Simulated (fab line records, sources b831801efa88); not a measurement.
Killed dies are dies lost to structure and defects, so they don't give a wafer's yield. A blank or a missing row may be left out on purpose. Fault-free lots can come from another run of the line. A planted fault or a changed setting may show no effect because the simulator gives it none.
Struck lot and sound lot, side by side :: flow sky130 :: 12 steps out of a route of 708
Sound: wafers L626.2, L626.3, L626.4. Wafers L617.2, L617.4, L617.5 were the ones struck. The cause comes at the end.
For every step that has rows: the tool of each side, followed by ch and its chambers, followed by its first start. Under that, the readings that differ: sound wafers :: struck wafers :: difference of the means :: sigmas: that difference in standard deviations of wafers without a fault.
alike: readings whose means differ by less than 2 such deviations, and words and numbers that are the same on both sides. not compared: withheld readings, readings that some wafer has no value for, bounds like >300 that may hide the same value, and numbers for which the record gives no deviation and whose values overlap.
A row with sigmas, a row that says differs or no value, or rows on one side alone: a step with any of these is where the two part. Numbers that have no deviation but don't overlap get no sigmas and don't part them. A reading missing from all wafers of one side parts the sides only when that side holds two or more wafers.

SKY_SD_N_OVL_MEAS_08:
  sound on overlay-02 at day 33 03:06; struck on overlay-01 at day 29 10:26
  alike: SD_N_OVL
then, 2 steps without rows for these wafers: SKY_SD_N_IMPLANT_09; SKY_SD_N_IMPLANT_10.
SKY_SD_N_STRIP_11: strips in O2/N2.
  sound on plasma asher-01 ch 0,1, day 33 03:26; struck on plasma asher-03 ch 0,1, day 29 10:46
  alike: drypump motor current A, o2 flow sccm, oes product au, strip time to endpoint s
  not compared: rf hours counter h
SKY_SD_N_TW_MEAS_12:
  sound on film metro-04 at day 33 03:32; struck on film metro-01 at day 29 10:52
reading: SD_N_TW
sound: 3951 3948 3928
struck: 4013 4004 3997
difference: +62
sigmas: +3
then, 1 step without rows for these wafers: SKY_SD_N_CLEAN_13 (cleans in SC1/SC2, time 150 s).
SKY_SD_N_RTA_14: time 2 s.
  sound on rtp anneal-01 ch 0, day 33 03:43; struck on rtp anneal-01 ch 0, day 29 10:59
  alike: lamp power pct, wafer_temp_C_max
SKY_SD_N_RS_MEAS_16: measurement is done with a four-point probe.
  sound on film metro-02 at day 33 03:54; struck on film metro-04 at day 29 11:10
  alike: SD_N_RS
SKY_SD_N_RS_MEAS_17: measurement is done with a four-point probe.
  sound on film metro-02 at day 33 04:01; struck on film metro-04 at day 29 11:17
  alike: SD_P_RS
SKY_SD_N_RS_MEAS_18: measurement is done with a four-point probe.
  sound on film metro-02 at day 33 04:08; struck on film metro-04 at day 29 11:25
  alike: RES_XHIGH_RS
then, 1 step without rows for these wafers: SKY_SALICIDE_CLEAN_00 (cleans in HF-last, time 30 s).
SKY_LI_CONTACT_HDPCVD_00: deposits PSG, target thk 930 nm, time 155 s.
  sound on hdpcvd-02 ch 1,2, day 33 04:16; struck on hdpcvd-01 ch 0,2, day 29 11:31
  no value came back on the struck wafers for pressure mtorr (mTorr), run length s (s); on the sound wafers pressure mtorr (mTorr) reads 6.004 5.984 6.001

WHERE THEY PART
Last at SKY_LI_CONTACT_HDPCVD_00 as far as this record goes, first at SKY_SD_N_TW_MEAS_12.

WHY: the cause the simulator had injected
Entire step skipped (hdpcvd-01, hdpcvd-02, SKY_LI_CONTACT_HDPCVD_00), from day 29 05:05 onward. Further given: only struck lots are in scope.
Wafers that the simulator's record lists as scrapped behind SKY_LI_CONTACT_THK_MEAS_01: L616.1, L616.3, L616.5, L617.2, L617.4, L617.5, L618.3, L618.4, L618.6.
